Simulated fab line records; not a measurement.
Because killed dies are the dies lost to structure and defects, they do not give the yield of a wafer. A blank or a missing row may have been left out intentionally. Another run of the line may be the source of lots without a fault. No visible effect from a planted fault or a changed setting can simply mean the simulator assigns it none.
A struck lot beside a sound one | flow sky130 | 14 steps out of a route of 708
Sound: the wafers L740.1, L740.5, L740.6. Struck: wafers L739.2, L739.3, L739.4. The cause is given at the end.
At each step with rows: each side's tool, then ch and its chambers, then its first start. Under that, the readings that differ: sound wafers | struck wafers | difference of the means | sigmas: that difference in standard deviations of wafers without a fault.
alike: readings whose means differ by less than 2 such deviations, and words and numbers that are the same on both sides. not compared: withheld readings, readings that some wafer has no value for, bounds like >300 that may hide the same value, and numbers for which the record gives no deviation and whose values overlap.
Wherever a step has rows on one side only, a row that says differs or no value, or a row with sigmas, the two part there. Numbers that don't overlap but have no deviation are shown without sigmas and don't part them. Lack of a reading on every wafer of one side parts them only where that side has two or more wafers.

SKY_METAL3_SPUTTER_04: material TiN, target thk 70 nm, time 58.3 s.
  sound on pvd_sputter-01 at day 40 01:11; struck on pvd_sputter-01 at day 39 10:31
  alike: throttle_valve_pct
SKY_CAPM_CVD_00: deposits SiO2, target thk 15.5 nm.
  sound on pecvd-02 ch 0,2, day 40 01:14; struck on pecvd-01 ch 1,2, day 39 10:34
  alike: heater_power_w
SKY_CAPM_THK_MEAS_01:
  sound on film_metro-01 at day 40 01:16; struck on film_metro-02 at day 39 10:35
  alike: CAPM_CVD_00_THK
SKY_CAPM_SPUTTER_02: material TiN, target thk 200 nm, time 166.7 s.
  sound on pvd_sputter-03 at day 40 01:19; struck on pvd_sputter-02 at day 39 10:38
  alike: throttle_valve_pct
SKY_CAPM_RS_MEAS_03: uses a four-point probe to measure.
  sound on film_metro-02 at day 40 01:26; struck on film_metro-02 at day 39 10:46
  alike: CAPM_TIN_RS
SKY_CAPM_THK_MEAS_04: measures by xrf.
  sound on film_metro-02 at day 40 01:33; struck on film_metro-02 at day 39 10:53
  alike: CAPM_TIN_THK
then, 6 steps without rows for these wafers: SKY_CAPM_DEHYDRATE_05 (time 60 s); SKY_CAPM_HMDS_06 (prime time 60 s); SKY_CAPM_COAT_07 (resist thk 1140 nm); SKY_CAPM_SOFTBAKE_08 (time 60 s); SKY_CAPM_EXPOSE_09 (exposes mask CAPM, target cd 1000 nm); SKY_CAPM_PEB_10.
SKY_CAPM_DEVELOP_11: develop time 60 s.
  sound on litho_track-01 ch 0, day 41 00:52; struck on litho_track-02, day 40 10:08
  no value came back on the struck wafers for chill_plate_temp_C (C), develop_time_s (s), developer_temp_C (C); on the sound wafers chill_plate_temp_C (C) reads 23.00 23.25 23.25
SKY_CAPM_OVL_MEAS_12:
  sound on overlay-02 at day 41 01:01; struck on overlay-02 at day 40 10:16
  reading       | sound       | struck | difference                    | sigmas
  CAPM_OVL (nm) | 2.5 1.1 1.8 | - - -  | no value on the struck wafers |

## WHERE THEY PART
First at SKY_CAPM_DEVELOP_11; last, within this record, at SKY_CAPM_OVL_MEAS_12.

WHY: the cause the simulator had injected
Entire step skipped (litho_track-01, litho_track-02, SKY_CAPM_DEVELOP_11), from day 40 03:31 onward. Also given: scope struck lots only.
